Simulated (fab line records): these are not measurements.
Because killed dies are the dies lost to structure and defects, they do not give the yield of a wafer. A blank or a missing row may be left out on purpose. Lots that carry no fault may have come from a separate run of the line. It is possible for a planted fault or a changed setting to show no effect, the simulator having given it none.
The same fault as seen by 2 desks	flow sfqLine	what lay behind the numbers comes last; until then each desk has only its own

== FROM THE METROLOGY DESK ==
Lot by lot, what the gauges showed, no matter which tool ran the lot: averages of those sampled wafers that carry a number. Marked OUT: a lot whose mean sits more than 4 standard deviations from the usual mean, which makes it out of limits; the brackets give that distance.
Columns: A = INCOMING_BOW at SFQ_INCOMING_BOW_MEAS_900, usual 0 um; B = L0_MONX_KI_RS at SFQ_L0_RS_MEAS_901, usual 43.5 ohm/sq; C = L0_MONX_KI_THK at SFQ_L0_THK_MEAS_902, usual 40.2 nm
lot	first seen here	A	B	C
L610	day 3 12:00	-0	43.6	40.1
L612	day 3 22:00	4	43.4	40.2
L615	day 4 13:01	-2	43.4	40.4
L616	day 4 18:00	2	43.5	40.2
L618	day 5 04:00	-6	43.6	39.9
L619	day 5 09:01	3	43.8	39.7
This desk's finding: nothing out of limits on any of the 6 lots.

== AT THE TOOL OWNER'S DESK: krfScanner-01 ==
The tool's own readings at SFQ_TRILAYER_L0_LITHO_EXPOSE_006 (exposes mask L0, target cd 2000 nm): means of the sampled wafers that have a number, for each lot that ran on this tool. Marked OUT: a lot whose mean sits more than 4 standard deviations from the usual mean, which makes it out of limits; the brackets give that distance.
Columns: A = stageVelMmS at SFQ_TRILAYER_L0_LITHO_EXPOSE_006, usual 500.03 mm/s
lot	first seen here	A
L610	day 6 04:03	500.15
L612	day 6 06:27	499.83
L618	day 8 00:41	500.46
L619	day 8 05:41	500.15
This desk's finding: nothing out of limits on any of the 4 lots.

== ALL TOGETHER ==
The metrology desk saw nothing out of limits.
Nothing out of limits was seen by the tool owner's desk.

== WHAT THE SIMULATOR PUT IN ==
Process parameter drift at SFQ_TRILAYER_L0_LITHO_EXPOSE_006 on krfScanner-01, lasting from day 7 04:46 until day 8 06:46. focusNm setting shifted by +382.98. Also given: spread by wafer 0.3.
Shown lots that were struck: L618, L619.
